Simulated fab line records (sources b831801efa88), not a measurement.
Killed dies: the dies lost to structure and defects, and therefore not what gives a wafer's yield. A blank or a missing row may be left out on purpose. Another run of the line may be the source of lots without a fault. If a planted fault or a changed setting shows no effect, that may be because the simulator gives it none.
Tool commonality check	flow gf180mcu	Sample size 11 lots and 33 wafers

WHY THIS WAS OPENED
GF_NSD_TW_MEAS_12, reading NSD_TW: flagged on 1 of 11 lots. Wafers without a fault read 4242, standard deviation 38.
Rule: a lot is flagged when every wafer of it that has a number lies more than 4 standard deviations from that mean, or none has a number. As for the other lots, they are considered sound.

lot	measured	on	NSD_TW, wafer by wafer	flag
L951	day 13 11:52	film metro-02	4269 4274 4263	
L952	day 13 16:53	film metro-03	4196 4195 4186	
L953	day 13 23:43	film metro-03	4197 4209 4196	
L956	day 15 01:43	film metro-04	4255 4237 4262	
L958	day 15 16:22	film metro-04	30 30 30	FLAGGED
L964	day 17 20:34	film metro-04	4250 4277 4268	
L965	day 18 01:50	film metro-04	4315 4281 4313	
L968	day 19 08:46	film metro-03	4195 4221 4214	
L970	day 20 00:48	film metro-04	4233 4228 4230	
L971	day 20 06:08	film metro-02	4261 4235 4258	
L974	day 21 10:21	film metro-03	4203 4221 4177	
Flagged lots average 30: -4212 relative to the usual, that is -99 or more standard deviations.

TOOL THAT RAN EACH LOT
3 process steps preceding the reading are held in the record, out of 602 steps in the route. Read each cell as the tool, then ch plus the chambers that the sampled wafers visited, then the start.
lot	flag	GF_HV_LDD_STRIP_22	GF_HV_LDD_STRIP_37	GF_NSD_EXPOSE_04
L951		plasma asher-01 ch 0,1, day 10 22:38	plasma asher-02 ch 0,1, day 11 17:31	iline stepper-01 ch 0, day 13 01:48
L952		plasma asher-02 ch 0,1, day 11 03:21	plasma asher-03 ch 0,1, day 11 22:00	iline stepper-01 ch 0, day 13 06:10
L953		plasma asher-03 ch 0,1, day 11 09:12	plasma asher-03 ch 0,1, day 12 04:42	iline stepper-02 ch 0, day 13 13:17
L956		plasma asher-01 ch 0,1, day 12 09:29	plasma asher-02 ch 0,1, day 13 05:00	iline stepper-02 ch 0, day 14 14:49
L958	FLAGGED	plasma asher-01 ch 0,1, day 12 21:43	plasma asher-02 ch 0,1, day 13 18:34	iline stepper-02 ch 0, day 15 04:58
L964		plasma asher-01 ch 0,1, day 14 19:48	plasma asher-02 ch 0,1, day 15 17:51	iline stepper-02 ch 0, day 17 08:40
L965		plasma asher-03 ch 0,1, day 15 02:26	plasma asher-03 ch 0,1, day 16 00:54	iline stepper-02 ch 0, day 17 13:55
L968		plasma asher-01 ch 0,1, day 16 06:34	plasma asher-03 ch 0,1, day 17 05:39	iline stepper-01 ch 0, day 18 20:45
L970		plasma asher-03 ch 0,1, day 16 21:00	plasma asher-01 ch 0,1, day 17 20:32	iline stepper-01 ch 0, day 19 12:12
L971		plasma asher-03 ch 0,1, day 17 01:50	plasma asher-01 ch 0,1, day 18 01:44	iline stepper-02 ch 0, day 19 17:35
L974		plasma asher-02 ch 0,1, day 18 05:47	plasma asher-01 ch 0,1, day 19 05:59	iline stepper-02 ch 0, day 20 22:03
What the steps here do:
- GF_HV_LDD_STRIP_22: strips in O2/N2.
- GF_HV_LDD_STRIP_37: strips in O2/N2.
- GF_NSD_EXPOSE_04: exposes mask Nplus, target cd 400 nm.
- GF_NSD_TW_MEAS_12

FLAGGED OVER TOTAL, TOOL BY TOOL (the gauges that took the reading come last)
step	tool	lots run	flagged	share of the flagged lots	sound lots run after its first flagged lot
GF_HV_LDD_STRIP_22	plasma asher-01	5	1	all	2 (L964,L968)
GF_HV_LDD_STRIP_22	plasma asher-02	2	0	none	-
GF_HV_LDD_STRIP_22	plasma asher-03	4	0	none	-
GF_HV_LDD_STRIP_37	plasma asher-01	3	0	none	-
GF_HV_LDD_STRIP_37	plasma asher-02	4	1	all	1 (L964)
GF_HV_LDD_STRIP_37	plasma asher-03	4	0	none	-
GF_NSD_EXPOSE_04	iline stepper-01	4	0	none	-
GF_NSD_EXPOSE_04	iline stepper-02	7	1	all	4 (L964,L965,L971,L974)
GF_NSD_TW_MEAS_12	film metro-02	2	0	none	-
GF_NSD_TW_MEAS_12	film metro-03	4	0	none	-
GF_NSD_TW_MEAS_12	film metro-04	5	1	all	3 (L964,L965,L970)

WHAT THE TABLE PERMITS
4 rows of the table ran every flagged lot: plasma asher-01 at GF_HV_LDD_STRIP_22, plasma asher-02 at GF_HV_LDD_STRIP_37, iline stepper-02 at GF_NSD_EXPOSE_04, film metro-04 at GF_NSD_TW_MEAS_12.
- plasma asher-01 at GF_HV_LDD_STRIP_22: 1 of its 5 lots flagged. Sound lots followed the first flagged one (L964, L968) on it, something a lasting fault affecting the whole tool could not allow.
- plasma asher-02 at GF_HV_LDD_STRIP_37: 1 of its 4 lots flagged. Sound lots followed the first flagged one (L964) on it, something a lasting fault affecting the whole tool could not allow.
- iline stepper-02 at GF_NSD_EXPOSE_04: 1 of its 7 lots flagged. Sound lots followed the first flagged one (L964, L965, L971, L974) on it, something a lasting fault affecting the whole tool could not allow.
- film metro-04 at GF_NSD_TW_MEAS_12: 1 of its 5 lots flagged. Sound lots followed the first flagged one (L964, L965, L970) on it, something a lasting fault affecting the whole tool could not allow.
No row of the table ran every flagged lot and no sound lot after the first.

WHAT THE SIMULATOR HAD INSERTED
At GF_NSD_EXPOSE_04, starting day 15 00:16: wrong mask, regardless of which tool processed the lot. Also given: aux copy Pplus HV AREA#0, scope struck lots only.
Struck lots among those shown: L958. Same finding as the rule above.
